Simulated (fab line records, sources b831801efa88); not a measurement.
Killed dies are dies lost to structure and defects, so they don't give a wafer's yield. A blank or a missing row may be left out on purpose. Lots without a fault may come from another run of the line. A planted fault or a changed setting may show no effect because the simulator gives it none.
fab line records | flow sky130
record lots=5 wafers=15 last_day=49
route steps=708 shown LI_CONTACT@371 LOCAL_INTERCONNECT@387 PAD_OPEN@708
lots that met no fault: from a run of the same line without faults
start_h: hours from the record's first day to the start of the lot's first wafer shown | wait_h: hours since the lot's step before | " the same as in the row above | L1.1+2: a row that stands for several wafers | - no value, or no start given | * or withheld: withheld | < > ~ a bound
route shown NAME@n: a module of which the file shows steps, and the number in the route of the first | usual: mean/standard deviation of fault-free wafers | same: alike in all rows | chamber/n: place in a boat | sites: the reading at each site | _std_site: their standard deviation | _edge_site: outer sites' mean less inner sites' | radius_mm: how far each site lies from the wafer's centre | mask NAME#n: copy n | behind: the tool/chamber that last shaped the wafer | hold: why the lot was held/for how many hours/how that ended | device: the transistor (n, p or np) that didn't switch | end of line: the same wafers' tests at the end of the route | a step without rows: its recipe alone | killed: dies lost to structure and defects at the first sort, not the wafer's yield | map: a wafer's dies, x killed, . not, _ none there
set.NAME: the setting as run; set.NAME@STEP: as run at that earlier step | model.NAME: the simulator's own value behind a step, which no gauge read
lots at some steps of the route; a table a step, a row a wafer
services: from which hour (start_h, from the record's first day; less than 0 if before it) a tool's chamber was out of use, for how many hours, and why
## steps
# step SKY_LI_CONTACT_EXPOSE_09
# recipe mask_id=LICM1 na=0.8 source_shape=annular sigma_inner=0.55 sigma_outer=0.85 target_cd_nm=170 dose_mj=38
# step SKY_LI_CONTACT_PEB_10
# recipe peb_temp_c=withheld peb_time_s=withheld resist=KrF-thick
# step SKY_LI_CONTACT_DEVELOP_11
# recipe develop_time_s=60 resist=KrF-thick dev_temp_c=21
# step SKY_LI_CONTACT_CD_MEAS_12
# recipe target_cd_nm=170
# usual cd_nm=169.8/1.3
# columns lot.wafer tool chamber start_h wait_h cd_nm
L142.2 cd_sem-02 - 672.42 - 170.1
L142.5 " - " " 168.0
L142.6 " - " " 169.4
L145.2 cd_sem-02 - 697.82 - 167.9
L145.3 " - " " 166.9
L145.4 " - " " 167.0
L155.2 cd_sem-01 - 784.88 - 170.6
L155.4 " - " " 169.9
L155.6 " - " " 170.9
L157.3 cd_sem-01 - 802.44 - 170.4
L157.5 " - " " 169.2
L157.6 " - " " 168.7
L163.2 cd_sem-01 - 832.68 - 169.9
L163.5 " - " " 171.4
L163.6 " - " " 171.0
# step SKY_LI_CONTACT_OVL_MEAS_13
# usual LI_CONTACT_OVL=-1/4.8
# columns lot.wafer tool chamber start_h wait_h LI_CONTACT_OVL[nm]
L142.2 overlay-01 - 672.52 0.1 -2
L142.5 " - " " 3
L142.6 " - " " 6
L145.2 overlay-02 - 697.92 0.1 -10
L145.3 " - " " -7
L145.4 " - " " 3
L155.2 overlay-01 - 784.99 0.1 3
L155.4 " - " " 1
L155.6 " - " " 4
L157.3 overlay-02 - 802.53 0.1 5
L157.5 " - " " -4
L157.6 " - " " 0
L163.2 overlay-02 - 832.79 0.1 2
L163.5 " - " " -2
L163.6 " - " " -6
# step SKY_LI_CONTACT_ETCH_14
# recipe chemistry=N2/H2 target=BARC ion_energy_ev=200 source_w=500 bias_w=100 pressure_mtorr=30 n2_flow_sccm=100 h2_flow_sccm=200 stop_on=SiO2 time_s=45.9 target_depth_a=600
# usual drypump_motor_current_A=5.7/0.45 oes_product_au=0.854/0.0045 throttle_valve_pct=13.225/0.0089
# columns lot.wafer tool chamber start_h wait_h drypump_motor_current_A oes_product_au rf_hours_counter_h throttle_valve_pct
L142.2 rie_diel-04 1 672.55 0.0 5.6 0.850 24 13.227
L142.5 " 1 " " 5.6 0.856 - 13.216
L142.6 " 2 " " 5.7 0.853 - 13.240
L145.2 rie_diel-04 2 697.95 0.0 5.7 0.858 7 13.224
L145.3 " 2 " " 5.7 0.858 - 13.231
L145.4 " 0 " " 6.7 0.852 - 13.231
L155.2 rie_diel-02 0 785.02 0.0 5.3 0.848 2 13.231
L155.4 " 2 " " 5.8 0.860 10 13.224
L155.6 " 3 " " 5.8 0.851 - 13.219
L157.3 rie_diel-02 0 802.55 0.0 5.3 0.852 2 13.214
L157.5 " 3 " " 5.8 0.856 - 13.221
L157.6 " 1 " " 6.2 0.854 - 13.228
L163.2 rie_diel-01 1 832.82 0.0 5.1 0.857 8 13.225
L163.5 " 2 " " 4.9 0.848 - 13.240
L163.6 " 1 " " 5.1 0.854 - 13.203
# step SKY_LI_CONTACT_ETCH_15
# recipe target=PSG chemistry=C4F8/O2/Ar stop_on=Si taper_deg=4.15 mask_material=KrF-thick source_w=1500 bias_w=1200 pressure_mtorr=40 c4f8_flow_sccm=withheld O2_flow_sccm=6 Ar_flow_sccm=300 time_s=withheld target_depth_a=6000
# usual oes_product_au=0.837/0.0042
# columns lot.wafer tool chamber start_h wait_h oes_product_au
L142.2 rie_diel-04 1 672.60 0.0 0.829
L142.5 " 1 " " 0.835
L142.6 " 2 " " 0.838
L145.2 rie_diel-04 2 698.02 0.0 0.829
L145.3 " 2 " " 0.839
L145.4 " 0 " " 0.833
L155.2 rie_diel-02 0 785.06 0.0 0.842
L155.4 " 2 " " 0.839
L155.6 " 3 " " 0.838
L157.3 rie_diel-02 0 802.60 0.0 0.833
L157.5 " 3 " " 0.836
L157.6 " 1 " " 0.840
L163.2 rie_diel-01 1 832.86 0.0 0.838
L163.5 " 2 " " 0.833
L163.6 " 1 " " 0.832
# step SKY_LI_CONTACT_STRIP_16
# recipe chemistry=O2/N2 power_w=1400 pressure_mtorr=1500 platen_temp_c=withheld o2_flow_sccm=3000 n2_flow_sccm=300 overash_fraction=0.5
# usual drypump_motor_current_A=5.9/0.52 oes_product_au=0.374/0.0048 strip_time_to_endpoint_s=3.48/0.036
# columns lot.wafer tool chamber start_h wait_h drypump_motor_current_A oes_product_au rf_hours_counter_h strip_time_to_endpoint_s
L142.2 plasma_asher-02 0 672.68 - 5.6 0.370 81 3.50
L142.5 " 0 " " 5.6 0.373 - 3.48
L142.6 " 1 " " 5.8 0.374 - 3.49
L145.2 plasma_asher-01 0 698.15 - 4.8 0.364 100 3.50
L145.3 " 1 " " 6.3 0.382 - 3.50
L145.4 " 0 " " 4.8 0.374 - 3.49
L155.2 plasma_asher-01 1 785.15 - 6.2 0.368 4 3.50
L155.4 " 1 " " 6.3 0.375 - 3.52
L155.6 " 1 " " 6.2 0.373 - 3.42
L157.3 plasma_asher-02 0 802.72 - 5.6 0.378 - 3.46
L157.5 " 0 " " 5.6 0.376 - 3.39
L157.6 " 1 " " 5.8 0.366 - 3.50
L163.2 plasma_asher-04 0 832.95 - 6.5 0.373 39 3.51
L163.5 " 0 " " 6.5 0.374 - 3.51
L163.6 " 1 " " 6.2 0.376 - 3.49
# step SKY_LI_CONTACT_CLEAN_17
# recipe chemistry=NMP time_s=600 temp_c=60 dry=n2_spin
# step SKY_LI_CONTACT_PRE_CLEAN_18
# recipe gas=Ar time_s=5.6 bias_v=358
# step SKY_LI_CONTACT_SPUTTER_19
# recipe material=Ti target_thk_nm=20 chamber_pressure_pa=5 power_w=2500 substrate_temp_c=200 time_s=106.37
# usual throttle_valve_pct=30.1/0.98
# columns lot.wafer tool chamber start_h wait_h throttle_valve_pct
L142.2 pvd_sputter-04 - 672.98 0.0 28.6
L142.5 " - " " 29.5
L142.6 " - " " 28.8
L145.2 pvd_sputter-04 - 698.46 0.0 29.6
L145.3 " - " " 30.4
L145.4 " - " " 28.9
L155.2 pvd_sputter-04 - 785.44 0.0 29.3
L155.4 " - " " 29.3
L155.6 " - " " 29.5
L157.3 pvd_sputter-03 - 802.98 0.0 31.2
L157.5 " - " " 29.7
L157.6 " - " " 31.1
L163.2 pvd_sputter-03 - 833.26 0.0 29.5
L163.5 " - " " 31.2
L163.6 " - " " 31.3
# step SKY_LI_CONTACT_SPUTTER_20
# recipe material=TiN target_thk_nm=20 chamber_pressure_pa=5 power_w=4000 time_s=80
# usual throttle_valve_pct=30.1/0.98
# columns lot.wafer tool chamber start_h wait_h throttle_valve_pct
L142.2 pvd_sputter-04 - 673.05 0.0 28.8
L142.5 " - " " 29.8
L142.6 " - " " 28.7
L145.2 pvd_sputter-04 - 698.53 0.0 29.3
L145.3 " - " " 30.3
L145.4 " - " " 29.2
L155.2 pvd_sputter-04 - 785.52 0.0 29.6
L155.4 " - " " 29.0
L155.6 " - " " 29.6
L157.3 pvd_sputter-03 - 803.05 0.0 31.4
L157.5 " - " " 29.6
L157.6 " - " " 31.4
L163.2 pvd_sputter-03 - 833.33 0.0 29.5
L163.5 " - " " 31.1
L163.6 " - " " 31.5
# step SKY_LI_CONTACT_CVD_21
# recipe material=W target_thk_nm=400 time_s=120.56 temp_c=400 pressure_torr=40
# usual heater_power_w=885/59
# columns lot.wafer tool chamber start_h wait_h heater_power_w model.W_of_LI_CONTACT_CVD_21.thk_nm
L142.2 cvd_w-02 1 673.11 0.0 783 390.9
L142.5 " 1 " " 791 389.7
L142.6 " 0 " " 925 402.6
L145.2 cvd_w-01 1 698.59 0.0 898 514.3
L145.3 " 0 " " 922 521.5
L145.4 " 1 " " 884 397.4
L155.2 cvd_w-02 0 785.58 0.0 931 412.7
L155.4 " 1 " " 787 403.2
L155.6 " 1 " " 796 401.9
L157.3 cvd_w-01 1 803.16 0.1 896 401.1
L157.5 " 0 " " 918 393.6
L157.6 " 1 " " 883 396.7
L163.2 cvd_w-02 1 833.39 0.0 790 397.1
L163.5 " 0 " " 949 409.5
L163.6 " 1 " " 804 397
# step SKY_LI_CONTACT_RS_MEAS_22
# recipe thk_meas_gauge=four-point-probe reads=W_of_LI_CONTACT_CVD_21+TiN_of_LI_CONTACT_SPUTTER_20+Ti_of_LI_CONTACT_SPUTTER_19
# usual LI_CONTACT_W_RS=0.284/0.0039
# columns lot.wafer tool chamber start_h wait_h LI_CONTACT_W_RS[ohm/sq]
L142.2 film_metro-03 - 673.26 0.1 0.291
L142.5 " - " " 0.292
L142.6 " - " " 0.283
L145.2 film_metro-04 - 698.74 0.1 0.221
L145.3 " - " " 0.218
L145.4 " - " " 0.287
L155.2 film_metro-02 - 785.72 0.1 0.276
L155.4 " - " " 0.283
L155.6 " - " " 0.283
L157.3 film_metro-03 - 803.28 0.1 0.283
L157.5 " - " " 0.289
L157.6 " - " " 0.286
L163.2 film_metro-03 - 833.54 0.1 0.286
L163.5 " - " " 0.278
L163.6 " - " " 0.287
# step SKY_LI_CONTACT_THK_MEAS_23
# recipe thk_meas_gauge=xrf reads=W_of_LI_CONTACT_CVD_21
# usual LI_CONTACT_W_THK=387/6.1
# columns lot.wafer tool chamber start_h wait_h LI_CONTACT_W_THK[nm]
L142.2 film_metro-03 - 673.37 0.1 378
L142.5 " - " " 378
L142.6 " - " " 389
L145.2 film_metro-04 - 698.85 0.1 490
L145.3 " - " " 496
L145.4 " - " " 382
L155.2 film_metro-02 - 785.83 0.1 399
L155.4 " - " " 392
L155.6 " - " " 391
L157.3 film_metro-03 - 803.38 0.1 387
L157.5 " - " " 376
L157.6 " - " " 379
L163.2 film_metro-03 - 833.65 0.1 383
L163.5 " - " " 394
L163.6 " - " " 386
# step SKY_LI_CONTACT_CMP_24
# recipe stop_on=PSG t_overpolish_s=20 down_force_psi=3.5 platen_rpm=61.46 target_thk_nm=0 pad_velocity_m_s=0.94248
# usual motor_current_A=11.6/1.5 time_to_endpoint_s=96/3.9
# columns lot.wafer tool chamber start_h wait_h motor_current_A time_to_endpoint_s
L142.2 cmp-01 3 673.42 0.0 10.1 96
L142.5 " 3 " " 10.0 96
L142.6 " 0 " " 13.4 90
L145.2 cmp-01 1 698.94 0.1 11.7 127
L145.3 " 3 " " 10.8 126
L145.4 " 0 " " 13.2 90
L155.2 cmp-02 2 785.88 0.0 9.3 97
L155.4 " 0 " " 13.4 93
L155.6 " 3 " " 11.0 91
L157.3 cmp-02 3 803.42 0.0 11.0 92
L157.5 " 3 " " 10.0 92
L157.6 " 0 " " 13.6 94
L163.2 cmp-02 3 833.70 0.0 10.7 92
L163.5 " 3 " " 10.8 93
L163.6 " 0 " " 13.6 96
# step SKY_LOCAL_INTERCONNECT_SPUTTER_00
# recipe material=TiN target_thk_nm=100 temp_c=300 power_w=6500 time_s=83.3 chamber_pressure_pa=0.4
# step SKY_PAD_OPEN_PROBE_99
# usual killed_at_M0_to_M3=43/6.4 killed_at_M4_up=3.5/1.8 killed_at_contacts=25/5.7 killed_at_front_end=15/3.9 killed_at_other=0.3/0.67 killed_dies=87/8.6 killed_open=47/6.7 killed_short=39/5.9
# same gross_dies=492 killed_at_back_side=0
# columns lot.wafer tool chamber start_h wait_h killed_at_M0_to_M3 killed_at_M4_up killed_at_contacts killed_at_front_end killed_at_other killed_dies killed_open killed_short
L142.2 prober-02 - 1073.08 0.1 42 2 22 12 0 78 47 31
L142.5 prober-02 - 1073.23 0.2 34 6 21 19 0 80 41 39
L142.6 prober-02 - 1073.28 0.2 44 3 25 15 1 88 46 41
L145.2 prober-01 - 1091.11 0.1 55 5 18 10 0 88 43 45
L145.3 prober-01 - 1091.16 0.2 56 4 21 12 0 93 47 46
L145.4 prober-01 - 1091.21 0.2 30 4 25 19 0 78 47 31
L155.2 prober-01 - 1154.39 0.1 43 1 26 20 0 90 54 36
L155.4 prober-01 - 1154.49 0.2 45 5 21 10 0 81 43 38
L155.6 prober-01 - 1154.59 0.2 24 1 33 14 0 72 41 31
L157.3 prober-01 - 1165.41 0.2 48 4 22 10 0 84 42 42
L157.5 prober-01 - 1165.51 0.2 49 1 35 9 0 94 57 37
L157.6 prober-01 - 1165.56 0.2 43 0 30 11 0 84 54 30
L163.2 prober-01 - 1184.61 0.1 41 3 24 14 0 82 57 25
L163.5 prober-01 - 1184.76 0.2 34 1 26 20 1 82 48 33
L163.6 prober-01 - 1184.81 0.2 51 7 24 16 2 100 53 47
# killed by level:class
L142.2 VIA3:geometric_particle:open=10 CONTACT:geometric_particle:open=9 VIA1:geometric_particle:open=9 LI_CONTACT:geometric_particle:open=6 VIA2:geometric_particle:short=5 POLY_GATE:geometric_particle:open=4 VIA1:geometric_particle:short=4 FIELD_ISO:geometric_particle:open=3
L142.5 LI_CONTACT:geometric_particle:open=7 CONTACT:geometric_particle:open=7 VIA2:geometric_particle:open=7 VIA1:geometric_particle:open=6 METAL4:geometric_particle:short=6 FIELD_ISO:geometric_particle:short=5 METAL2:geometric_particle:short=5 FIELD_ISO:geometric_particle:open=4
L142.6 CONTACT:geometric_particle:open=10 VIA1:geometric_particle:open=10 VIA1:geometric_particle:short=9 LI_CONTACT:geometric_particle:open=7 VIA2:geometric_particle:open=6 FIELD_ISO:geometric_particle:open=4 METAL2:geometric_particle:short=4 LOCAL_INTERCONNECT:geometric_particle:short=4
L145.2 VIA1:geometric_particle:open=12 CONTACT:geometric_particle:open=9 VIA1:geometric_particle:short=8 METAL1:geometric_particle:short=8 VIA3:geometric_particle:open=5 VIA2:geometric_particle:short=5 METAL4:geometric_particle:short=5 LI_CONTACT:geometric_particle:open=4
L145.3 METAL2:geometric_particle:short=10 VIA1:geometric_particle:open=9 VIA2:geometric_particle:open=9 CONTACT:geometric_particle:open=8 FIELD_ISO:geometric_particle:short=6 VIA1:geometric_particle:short=6 METAL1:geometric_particle:short=5 LI_CONTACT:geometric_particle:open=4
L145.4 CONTACT:geometric_particle:open=11 FIELD_ISO:geometric_particle:open=7 FIELD_ISO:geometric_particle:short=5 CONTACT:geometric_particle:short=5 LI_CONTACT:geometric_particle:open=5 VIA1:geometric_particle:open=5 VIA2:geometric_particle:open=5 LI_CONTACT:geometric_particle:short=4
L155.2 CONTACT:geometric_particle:open=11 VIA1:geometric_particle:open=10 VIA3:geometric_particle:open=9 LI_CONTACT:geometric_particle:open=8 VIA1:geometric_particle:short=8 FIELD_ISO:geometric_particle:open=6 FIELD_ISO:geometric_particle:short=6 CONTACT:geometric_particle:short=6
L155.4 VIA1:geometric_particle:open=15 CONTACT:geometric_particle:short=8 CONTACT:geometric_particle:open=6 VIA1:geometric_particle:short=5 LOCAL_INTERCONNECT:geometric_particle:short=4 VIA3:geometric_particle:open=4 METAL1:geometric_particle:short=4 METAL2:geometric_particle:short=4
L155.6 LI_CONTACT:geometric_particle:open=11 CONTACT:geometric_particle:open=11 POLY_GATE:geometric_particle:short=7 VIA1:geometric_particle:short=7 LOCAL_INTERCONNECT:geometric_particle:short=6 VIA3:geometric_particle:open=6 VIA1:geometric_particle:open=4 CONTACT:geometric_particle:short=3
L157.3 VIA1:geometric_particle:open=10 LI_CONTACT:geometric_particle:open=8 METAL1:geometric_particle:short=7 LOCAL_INTERCONNECT:geometric_particle:short=6 METAL2:geometric_particle:short=6 VIA2:geometric_particle:open=6 VIA1:geometric_particle:short=5 METAL3:geometric_particle:short=5
L157.5 VIA3:geometric_particle:open=13 LI_CONTACT:geometric_particle:open=11 CONTACT:geometric_particle:open=10 VIA2:geometric_particle:open=8 VIA1:geometric_particle:open=7 METAL1:geometric_particle:short=6 LI_CONTACT:geometric_particle:short=5 LOCAL_INTERCONNECT:geometric_particle:short=5
L157.6 VIA2:geometric_particle:open=11 VIA1:geometric_particle:open=11 LI_CONTACT:geometric_particle:open=9 CONTACT:geometric_particle:open=8 LOCAL_INTERCONNECT:geometric_particle:short=6 METAL2:geometric_particle:short=5 VIA3:geometric_particle:open=5 FIELD_ISO:geometric_particle:short=3
L163.2 VIA1:geometric_particle:open=14 CONTACT:geometric_particle:open=12 LI_CONTACT:geometric_particle:open=7 FIELD_ISO:geometric_particle:open=5 METAL1:geometric_particle:short=5 VIA2:geometric_particle:open=5 CONTACT:geometric_particle:short=4 VIA3:geometric_particle:open=4
L163.5 CONTACT:geometric_particle:open=11 VIA1:geometric_particle:open=8 FIELD_ISO:geometric_particle:open=7 LOCAL_INTERCONNECT:geometric_particle:short=7 METAL1:geometric_particle:short=5 VIA3:geometric_particle:open=5 METAL2:geometric_particle:short=5 POLY_GATE:geometric_particle:open=4
L163.6 VIA3:geometric_particle:open=11 CONTACT:geometric_particle:open=8 VIA1:geometric_particle:open=8 METAL2:geometric_particle:short=7 METAL1:geometric_particle:short=6 FIELD_ISO:geometric_particle:short=6 CONTACT:geometric_particle:short=6 FIELD_ISO:geometric_particle:open=5
## services
# columns tool chamber start_h hours kind
cvd_w-02 - 649.06 0.6 repair
rie_diel-02 3 649.46 9.8 repair
cvd_w-01 0 661.98 2.4 repair
rie_diel-04 1 682.71 75.1 repair
rie_diel-04 3 696.90 7.1 repair
rie_diel-02 0 712.09 8.6 repair
cmp-02 - 718.43 3.5 pm
cvd_w-01 - 722.39 2.5 repair
cmp-01 - 728.44 1.1 repair
pvd_sputter-04 - 730.41 1.4 repair
plasma_asher-01 - 733.75 9.0 pm
cmp-02 - 738.70 1.0 repair
pvd_sputter-03 - 739.85 7.9 repair
rie_diel-04 2 761.74 9.6 repair
cmp-01 - 762.74 4.0 pm
rie_diel-04 3 771.26 9.9 repair
plasma_asher-01 - 782.45 0.7 repair
rie_diel-01 2 788.99 5.4 repair
cmp-02 - 791.90 0.3 repair
pvd_sputter-03 - 796.67 6.1 repair
cvd_w-02 1 798.25 3.5 repair
pvd_sputter-04 - 800.11 2.0 repair
rie_diel-02 2 801.76 8.7 repair
rie_diel-02 1 807.08 19.8 repair
## key
first_sign step=SKY_LI_CONTACT_RS_MEAS_22 reading=LI_CONTACT_W_RS direction=down sigmas=16 usual=0.284 struck=0.220
effect step=SKY_LI_CONTACT_THK_MEAS_23 reading=LI_CONTACT_W_THK direction=up sigmas=17 usual=387 struck=493
effect step=SKY_LI_CONTACT_CMP_24 reading=time_to_endpoint_s direction=up sigmas=8 usual=* struck=*
model_effect step=SKY_LI_CONTACT_CVD_21 value=W_of_LI_CONTACT_CVD_21.thk_nm without=399.7 struck=517.9
met_at SKY_LI_CONTACT_CVD_21
struck_wafers L145.2,L145.3
tester_left_out L145
fault kind=process_parameter_drift tool=cvd_w-01 chamber=- onset_h=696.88 steps=SKY_LI_CONTACT_CVD_21 channel=target_thk_nm offset=118.89 shape=step end_h=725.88 scope=struck_wafers_only acts_in=these_recipes_only stated=400
# tester_left_out: of these lots the tester's yield and bins aren't shown, on N5 and GAA mostly nor the transistor test; their killed dies are dies lost to structure and defects alone, not to doping, threshold or leakage, so they don't give the yield
